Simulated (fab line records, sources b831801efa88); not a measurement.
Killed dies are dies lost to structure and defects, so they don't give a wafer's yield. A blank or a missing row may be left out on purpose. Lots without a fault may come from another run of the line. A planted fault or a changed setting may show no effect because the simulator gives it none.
Split-lot experiment | flow sfq_line | 5 lots, 23 wafers read, on a route of 325 steps

THE SPLIT
At SFQ_TRILAYER_M6_LITHO_PEB_162 (peb time 60 s), the setting peb_temp_c was moved away from the recipe's 115 C on 9 of the 23 wafers read, by +1.3% to +3.0%. The other wafers ran this setting at the recipe's value.

FROM THE SPLIT TO THE READING: what the file shows between them, 1 step
- SFQ_TRILAYER_M6_LITHO_DEVELOP_161: time 60 s

THE READING
M6.cd_nm (the simulator's own value, which no gauge read), in nm, at SFQ_TRILAYER_M6_BARC_OPEN_METAL_ETCH_206 (etches BARC in O2, target depth 125 nm, time 41.7 s). The file gives no usual value for it. The 14 wafers here that ran the recipe average 500.6 nm, standard deviation 0.88 nm.

wafer  | tool, chamber at the split | peb_temp_c as run, C | against the recipe | M6.cd_nm, nm | against lot-mates on the recipe
L074.1 | litho_track-03, 0          | 118.4                | +3.0%              | 446.3        | -54.3
L074.2 | litho_track-03, 0          | 118.4                | +3.0%              | 447.1        | -53.5
L074.4 | litho_track-03, 0          | 115                  | recipe             | 500.2        | -
L074.5 | litho_track-03, 0          | 115                  | recipe             | 500.4        | -
L074.6 | litho_track-03, 0          | 115                  | recipe             | 501.2        | -
L078.1 | litho_track-03, 0          | 115                  | recipe             | 501.9        | -
L078.3 | litho_track-03, 0          | 115                  | recipe             | 502.4        | -
L078.4 | litho_track-03, 0          | 115                  | recipe             | 500.9        | -
L081.1 | litho_track-01, 0          | 115                  | recipe             | 499.3        | -
L081.2 | litho_track-01, 0          | 115                  | recipe             | 500.2        | -
L081.3 | litho_track-01, 0          | 117.7                | +2.3%              | 455.8        | -43.9
L081.4 | litho_track-01, 0          | 115                  | recipe             | 499.6        | -
L081.5 | litho_track-01, 0          | 117.7                | +2.3%              | 455.6        | -44.1
L083.1 | litho_track-01, 0          | 115                  | recipe             | 499.8        | -
L083.3 | litho_track-01, 0          | 118.2                | +2.8%              | 447.6        | -52.1
L083.5 | litho_track-01, 0          | 118.2                | +2.8%              | 447.6        | -52.1
L083.4 | litho_track-01, 0          | 118.2                | +2.8%              | 448.8        | -50.9
L083.6 | litho_track-01, 0          | 115                  | recipe             | 499.7        | -
L082.1 | litho_track-01, 0          | 116.5                | +1.3%              | 475.1        | -26.0
L082.2 | litho_track-01, 0          | 115                  | recipe             | 501.3        | -
L082.4 | litho_track-01, 0          | 115                  | recipe             | 501.3        | -
L082.3 | litho_track-01, 0          | 115                  | recipe             | 500.7        | -
L082.6 | litho_track-01, 0          | 116.5                | +1.3%              | 474.8        | -26.3

THE FIT
A straight line over all 23 wafers: M6.cd_nm changes by -18.7 nm for each +1% of peb_temp_c; r = -1.00; the points scatter about the line by 1 nm.
The same after taking each lot's own level away (the mean of its wafers on the recipe; 23 wafers): -18.5 nm for each +1%; r = -1.00; scatter 0.79 nm.
On that fit, the largest move of peb_temp_c shifts the reading by 55 nm.
The lots' own levels span 499.70 to 501.73 nm, that is 2.3 times the standard deviation above.
So the lot-to-lot level changes the slope little: the two slopes agree.
Check: with one of the wafers moved furthest among these (+3.0%) left out of the fit, the line predicts -55.1 nm for it against its lot-mates. It came out at -54.3 nm against them.

OTHER SPLITS ON THESE WAFERS
These wafers also went through other splits before the reading. Each is held against what the fit with the lots' levels taken away leaves over:
other split on the same wafers                | wafers away from the commonest value | r with M6.cd_nm (lot level and that fit taken away)
SFQ_TRILAYER_R5_LITHO_PEB_139 peb_time_s      | 7                                    | +0.31
SFQ_TRILAYER_C5_BARC_OPEN_VIA_ETCH_210 time_s | 11                                   | -0.21
SFQ_TRILAYER_M6_LITHO_COAT_164 spin_rpm       | 6                                    | +0.28

THE FILE'S OWN FIT
M6.cd_nm changes by -18.6 nm for each +1% of peb_temp_c, r = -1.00.
